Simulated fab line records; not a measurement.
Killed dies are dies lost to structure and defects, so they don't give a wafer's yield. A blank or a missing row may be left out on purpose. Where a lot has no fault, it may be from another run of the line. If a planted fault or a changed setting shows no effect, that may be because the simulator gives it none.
Chamber matching || flow sky130 || SKY_VIA1_ETCH_14 on rie-diel-01: 4 sister chambers
The step etches BARC in N2/H2, stops on SiO2, time 45.9 s, target depth 60 nm. 4 wafers are shown with their chamber, then 9 later ones without.

== WAFERS WITH THEIR CHAMBER ==
{"wafer": "L080.5", "chamber": 1, "drypump-motor-current-A (A)": 6.6}
{"wafer": "L084.2", "chamber": 0, "drypump-motor-current-A (A)": 5.9}
{"wafer": "L087.2", "chamber": 2, "drypump-motor-current-A (A)": 4.8}
{"wafer": "L087.5", "chamber": 3, "drypump-motor-current-A (A)": 5.2}

== WAFERS MISSING THEIR CHAMBER ==
{"wafer": "L091.1", "drypump-motor-current-A (A)": 6.6}
{"wafer": "L091.2", "drypump-motor-current-A (A)": 5.9}
{"wafer": "L091.5", "drypump-motor-current-A (A)": 6.5}
{"wafer": "L093.1", "drypump-motor-current-A (A)": 6.6}
{"wafer": "L093.3", "drypump-motor-current-A (A)": 5.2}
{"wafer": "L093.6", "drypump-motor-current-A (A)": 6.6}
{"wafer": "L095.1", "drypump-motor-current-A (A)": 5.2}
{"wafer": "L095.4", "drypump-motor-current-A (A)": 6.6}
{"wafer": "L095.6", "drypump-motor-current-A (A)": 5.9}

== WHICH CHAMBER EACH WENT THROUGH ==
{"wafer": "L091.1", "from the rows above": 1, "in truth": 1}
{"wafer": "L091.2", "from the rows above": 0, "in truth": 0}
{"wafer": "L091.5", "from the rows above": 1, "in truth": 1}
{"wafer": "L093.1", "from the rows above": 1, "in truth": 1}
{"wafer": "L093.3", "from the rows above": 3, "in truth": 3}
{"wafer": "L093.6", "from the rows above": 1, "in truth": 1}
{"wafer": "L095.1", "from the rows above": 3, "in truth": 3}
{"wafer": "L095.4", "from the rows above": 1, "in truth": 1}
{"wafer": "L095.6", "from the rows above": 0, "in truth": 0}
Correctly placed: 9 of 9. Left unplaced by these rows: 0. Placed wrongly: 0.
How it was worked out, from the rows above alone: a wafer's distance from a chamber is the root of the sum, over the readings, of the square of ((its reading less the chamber's mean) divided by the reading's scatter). If the next closest chamber is less than 2 further off than the closest, the wafer can't be placed; otherwise it belongs to the closest. The mean given for a chamber averages the wafers shown for that chamber. The scatter: root of mean squared gap, hidden wafer to nearest shown wafer, with one shown wafer a chamber.
